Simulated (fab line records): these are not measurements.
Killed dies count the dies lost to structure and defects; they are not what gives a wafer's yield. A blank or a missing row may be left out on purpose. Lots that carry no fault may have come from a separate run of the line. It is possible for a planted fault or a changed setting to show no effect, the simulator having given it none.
The tool behind it: which one? || flow gf180mcu || 42 wafers from 14 lots sampled at 6 of the route's 602 steps

## WHAT THE GAUGES READ, wafer by wafer
GF_LVPWELL_OVL_MEAS_07.
{"lot": "L980", "measured": "day 4 02:25", "on": "overlay-02", "LVPWELL_OVL (nm)": "0.0 2.6 0.6"}
{"lot": "L982", "measured": "day 4 09:07", "on": "overlay-01", "LVPWELL_OVL (nm)": "-1.8 -1.4 0.9"}
{"lot": "L981", "measured": "day 4 09:16", "on": "overlay-01", "LVPWELL_OVL (nm)": "-0.2 1.1 0.1"}
{"lot": "L983", "measured": "day 4 13:49", "on": "overlay-02", "LVPWELL_OVL (nm)": "1.8 1.8 1.3"}
{"lot": "L984", "measured": "day 4 22:14", "on": "overlay-02", "LVPWELL_OVL (nm)": "0.5 2.6 1.3"}
{"lot": "L985", "measured": "day 5 03:01", "on": "overlay-02", "LVPWELL_OVL (nm)": "0.0 -0.1 0.7"}
{"lot": "L986", "measured": "day 5 05:55", "on": "overlay-01", "LVPWELL_OVL (nm)": "0.6 0.9 0.2"}
{"lot": "L987", "measured": "day 5 11:14", "on": "overlay-02", "LVPWELL_OVL (nm)": "0.1 -0.2 0.1"}
{"lot": "L988", "measured": "day 5 16:31", "on": "overlay-01", "LVPWELL_OVL (nm)": "0.1 0.2 0.7"}
{"lot": "L989", "measured": "day 5 21:13", "on": "overlay-01", "LVPWELL_OVL (nm)": "0.0 -0.9 -0.9"}
{"lot": "L990", "measured": "day 6 04:25", "on": "overlay-02", "LVPWELL_OVL (nm)": "1.0 0.6 1.1"}
{"lot": "L997", "measured": "day 7 21:37", "on": "overlay-01", "LVPWELL_OVL (nm)": "-1.4 1.6 0.9"}
{"lot": "L999", "measured": "day 8 11:34", "on": "overlay-01", "LVPWELL_OVL (nm)": "1.5 -0.3 0.3"}
{"lot": "L102", "measured": "day 9 05:46", "on": "overlay-02", "LVPWELL_OVL (nm)": "-0.9 0.8 -0.2"}

GF_VT_IMPLANT_OVL_MEAS_29.
{"lot": "L980", "measured": "day 7 04:16", "on": "overlay-02", "VT_IMPLANT_02_OVL (nm)": "-3.9 -2.6 -1.6"}
{"lot": "L982", "measured": "day 7 09:40", "on": "overlay-02", "VT_IMPLANT_02_OVL (nm)": "0.4 0.4 -0.9"}
{"lot": "L981", "measured": "day 7 12:13", "on": "overlay-01", "VT_IMPLANT_02_OVL (nm)": "0.3 -0.4 1.1"}
{"lot": "L983", "measured": "day 7 16:31", "on": "overlay-02", "VT_IMPLANT_02_OVL (nm)": "0.4 -1.4 0.4"}
{"lot": "L984", "measured": "day 8 02:16", "on": "overlay-01", "VT_IMPLANT_02_OVL (nm)": "1.4 0.4 0.8"}
{"lot": "L985", "measured": "day 8 07:04", "on": "overlay-02", "VT_IMPLANT_02_OVL (nm)": "-0.8 1.7 -0.5"}
{"lot": "L986", "measured": "day 8 12:16", "on": "overlay-02", "VT_IMPLANT_02_OVL (nm)": "-0.6 -1.5 -3.9"}
{"lot": "L987", "measured": "day 8 16:23", "on": "overlay-02", "VT_IMPLANT_02_OVL (nm)": "2.5 1.3 1.0"}
{"lot": "L988", "measured": "day 8 22:34", "on": "overlay-01", "VT_IMPLANT_02_OVL (nm)": "0.6 -0.1 -0.6"}
{"lot": "L989", "measured": "day 9 06:25", "on": "overlay-02", "VT_IMPLANT_02_OVL (nm)": "-1.7 -0.5 -2.1"}
{"lot": "L990", "measured": "day 9 14:10", "on": "overlay-02", "VT_IMPLANT_02_OVL (nm)": "-2.4 -0.6 -0.5"}
{"lot": "L997", "measured": "day 11 13:13", "on": "overlay-02", "VT_IMPLANT_02_OVL (nm)": "- - -"}
{"lot": "L999", "measured": "day 12 05:01", "on": "overlay-01", "VT_IMPLANT_02_OVL (nm)": "- - -"}
{"lot": "L102", "measured": "day 13 03:04", "on": "overlay-01", "VT_IMPLANT_02_OVL (nm)": "-0.2 -1.0 -3.2"}

GF_VT_IMPLANT_TW_MEAS_32.
{"lot": "L980", "measured": "day 7 04:34", "on": "film metro-01", "VT_IMPLANT_3_TW": "275 275 274"}
{"lot": "L982", "measured": "day 7 09:58", "on": "film metro-03", "VT_IMPLANT_3_TW": "274 274 276"}
{"lot": "L981", "measured": "day 7 12:30", "on": "film metro-02", "VT_IMPLANT_3_TW": "267 267 267"}
{"lot": "L983", "measured": "day 7 16:49", "on": "film metro-02", "VT_IMPLANT_3_TW": "267 266 267"}
{"lot": "L984", "measured": "day 8 02:34", "on": "film metro-03", "VT_IMPLANT_3_TW": "272 274 275"}
{"lot": "L985", "measured": "day 8 07:21", "on": "film metro-03", "VT_IMPLANT_3_TW": "273 275 274"}
{"lot": "L986", "measured": "day 8 12:33", "on": "film metro-03", "VT_IMPLANT_3_TW": "275 275 274"}
{"lot": "L987", "measured": "day 8 16:40", "on": "film metro-02", "VT_IMPLANT_3_TW": "266 267 266"}
{"lot": "L988", "measured": "day 8 22:51", "on": "film metro-03", "VT_IMPLANT_3_TW": "275 275 273"}
{"lot": "L989", "measured": "day 9 06:42", "on": "film metro-03", "VT_IMPLANT_3_TW": "277 277 275"}
{"lot": "L990", "measured": "day 9 14:28", "on": "film metro-01", "VT_IMPLANT_3_TW": "272 274 274"}
{"lot": "L997", "measured": "day 11 13:30", "on": "film metro-02", "VT_IMPLANT_3_TW": "30 30 30"}
{"lot": "L999", "measured": "day 12 05:18", "on": "film metro-01", "VT_IMPLANT_3_TW": "31 31 31"}
{"lot": "L102", "measured": "day 13 03:21", "on": "film metro-03", "VT_IMPLANT_3_TW": "277 276 276"}

GF_POLY_GATE_OVL_MEAS_11.
{"lot": "L980", "measured": "day 9 12:35", "on": "overlay-01", "POLY_GATE_OVL (nm)": "8 2 11"}
{"lot": "L982", "measured": "day 9 17:11", "on": "overlay-01", "POLY_GATE_OVL (nm)": "-4 -6 -4"}
{"lot": "L981", "measured": "day 9 19:41", "on": "overlay-02", "POLY_GATE_OVL (nm)": "2 6 4"}
{"lot": "L983", "measured": "day 9 23:57", "on": "overlay-01", "POLY_GATE_OVL (nm)": "5 1 6"}
{"lot": "L984", "measured": "day 10 11:41", "on": "overlay-02", "POLY_GATE_OVL (nm)": "-1 -1 -3"}
{"lot": "L985", "measured": "day 10 17:23", "on": "overlay-01", "POLY_GATE_OVL (nm)": "2 1 1"}
{"lot": "L986", "measured": "day 11 02:20", "on": "overlay-02", "POLY_GATE_OVL (nm)": "9 5 15"}
{"lot": "L987", "measured": "day 11 05:57", "on": "overlay-01", "POLY_GATE_OVL (nm)": "14 5 15"}
{"lot": "L988", "measured": "day 11 09:50", "on": "overlay-01", "POLY_GATE_OVL (nm)": "-2 -4 10"}
{"lot": "L989", "measured": "day 11 20:53", "on": "overlay-02", "POLY_GATE_OVL (nm)": "2 4 3"}
{"lot": "L990", "measured": "day 12 02:17", "on": "overlay-02", "POLY_GATE_OVL (nm)": "2 7 6"}
{"lot": "L102", "measured": "day 16 01:05", "on": "overlay-01", "POLY_GATE_OVL (nm)": "7 1 2"}

GF_HV_LDD_CD_MEAS_31 targets a cd of 400 nm.
{"lot": "L980", "measured": "day 11 20:11", "on": "cd sem-01", "cd nm (nm)": "399.2 400.0 399.5"}
{"lot": "L982", "measured": "day 12 01:46", "on": "cd sem-02", "cd nm (nm)": "394.4 393.2 395.9"}
{"lot": "L981", "measured": "day 12 06:19", "on": "cd sem-01", "cd nm (nm)": "397.7 401.0 400.5"}
{"lot": "L983", "measured": "day 12 10:50", "on": "cd sem-02", "cd nm (nm)": "401.9 399.4 397.9"}
{"lot": "L984", "measured": "day 12 21:47", "on": "cd sem-01", "cd nm (nm)": "398.0 398.8 401.5"}
{"lot": "L985", "measured": "day 13 05:43", "on": "cd sem-01", "cd nm (nm)": "395.8 395.4 396.7"}
{"lot": "L986", "measured": "day 13 14:40", "on": "cd sem-02", "cd nm (nm)": "397.0 399.2 399.0"}
{"lot": "L987", "measured": "day 13 17:57", "on": "cd sem-01", "cd nm (nm)": "402.2 400.7 402.2"}
{"lot": "L988", "measured": "day 13 22:58", "on": "cd sem-01", "cd nm (nm)": "398.4 395.4 397.8"}
{"lot": "L989", "measured": "day 14 10:55", "on": "cd sem-02", "cd nm (nm)": "398.1 395.4 397.4"}
{"lot": "L990", "measured": "day 14 17:23", "on": "cd sem-01", "cd nm (nm)": "398.2 401.0 400.6"}
{"lot": "L102", "measured": "day 19 00:16", "on": "cd sem-02", "cd nm (nm)": "397.7 399.1 397.9"}

## WHAT TOOL EACH LOT RAN ON (gives the tool, then ch and the chambers of the sampled wafers, and finally the start)
{"lot": "L980", "GF_VT_IMPLANT_DEVELOP_28": "litho track-01 ch 0, day 7 04:08"}
{"lot": "L982", "GF_VT_IMPLANT_DEVELOP_28": "litho track-02 ch 0, day 7 09:31"}
{"lot": "L981", "GF_VT_IMPLANT_DEVELOP_28": "litho track-03 ch 0, day 7 12:04"}
{"lot": "L983", "GF_VT_IMPLANT_DEVELOP_28": "litho track-01 ch 0, day 7 16:23"}
{"lot": "L984", "GF_VT_IMPLANT_DEVELOP_28": "litho track-01 ch 0, day 8 02:08"}
{"lot": "L985", "GF_VT_IMPLANT_DEVELOP_28": "litho track-03 ch 0, day 8 06:55"}
{"lot": "L986", "GF_VT_IMPLANT_DEVELOP_28": "litho track-01 ch 0, day 8 12:07"}
{"lot": "L987", "GF_VT_IMPLANT_DEVELOP_28": "litho track-01 ch 0, day 8 16:16"}
{"lot": "L988", "GF_VT_IMPLANT_DEVELOP_28": "litho track-03 ch 0, day 8 22:25"}
{"lot": "L989", "GF_VT_IMPLANT_DEVELOP_28": "litho track-01 ch 0, day 9 06:16"}
{"lot": "L990", "GF_VT_IMPLANT_DEVELOP_28": "litho track-01 ch 0, day 9 14:02"}
{"lot": "L997", "GF_VT_IMPLANT_DEVELOP_28": "litho track-03 ch 0, day 11 13:04"}
{"lot": "L999", "GF_VT_IMPLANT_DEVELOP_28": "litho track-03 ch 0, day 12 04:52"}
{"lot": "L102", "GF_VT_IMPLANT_DEVELOP_28": "litho track-01 ch 0, day 13 02:55"}
- GF_VT_IMPLANT_DEVELOP_28: develop time 60 s.

## WHAT THE TOOLS THEMSELVES READ (means of the sampled wafers that have a number; where no wafer has one, the mark that the record gives instead)
GF_VT_IMPLANT_DEVELOP_28.
{"lot": "L980", "tool": "litho track-01", "resist line temp C (C)": 22.97}
{"lot": "L982", "tool": "litho track-02", "resist line temp C (C)": 23.05}
{"lot": "L981", "tool": "litho track-03", "resist line temp C (C)": 22.96}
{"lot": "L983", "tool": "litho track-01", "resist line temp C (C)": 22.97}
{"lot": "L984", "tool": "litho track-01", "resist line temp C (C)": 22.84}
{"lot": "L985", "tool": "litho track-03", "resist line temp C (C)": 22.97}
{"lot": "L986", "tool": "litho track-01", "resist line temp C (C)": 22.88}
{"lot": "L987", "tool": "litho track-01", "resist line temp C (C)": 23.01}
{"lot": "L988", "tool": "litho track-03", "resist line temp C (C)": 22.96}
{"lot": "L989", "tool": "litho track-01", "resist line temp C (C)": 22.99}
{"lot": "L990", "tool": "litho track-01", "resist line temp C (C)": 22.96}
{"lot": "L997", "tool": "litho track-03", "resist line temp C (C)": 23.07}
{"lot": "L999", "tool": "litho track-03", "resist line temp C (C)": 23.08}
{"lot": "L102", "tool": "litho track-01", "resist line temp C (C)": 22.93}

## THE ANSWER, worked out from the rows above alone
Rule: what is usual is taken from the lots themselves. The widest of any qualifying gaps counts: lots, ordered by their means at a reading, are off when they make up no more than a third of the lots, leave a main group of 4 or more, and stand apart from it by 3 or more times the standard deviation of that group's means. A main group is skipped when, at the precision printed for the reading in the tables above, its means are all equal. A lot without any number at a reading at which 4 lots or more have one is off too. All remaining lots with rows at the step are treated as sound. The gauges are gone through in route order, then the tools' own readings, and for those a lot's mean is taken as printed above. At the first step where some lot is off, the reading lying furthest off is the one used; lots without a number count as furthest.
Off: L997, L999, seen at GF_VT_IMPLANT_OVL_MEAS_29 (VT_IMPLANT_02_OVL). Without a number there: L997, L999. For the main group the mean is -0.5 nm and the standard deviation 1.2.
A tool fits if, at a process step before that reading, it ran every lot that is off, and no sound lot after the first of them. The gauges at GF_VT_IMPLANT_OVL_MEAS_29 aren't tried: what is off there is off at GF_VT_IMPLANT_TW_MEAS_32 too, on other tools, and a gauge's error can't cause that. One candidate fits, namely litho track-03 at GF_VT_IMPLANT_DEVELOP_28. Its last sound lot is L988 (day 8 22:25), its first lot that is off L997 (day 11 13:04): a fault that began between those two fits.

## WHAT WAS PUT IN BY THE SIMULATOR
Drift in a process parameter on litho track-03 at GF_VT_IMPLANT_DEVELOP_28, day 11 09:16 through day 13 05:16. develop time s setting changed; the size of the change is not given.
Struck lots among those shown: L997, L999. The same result came from the rule above.
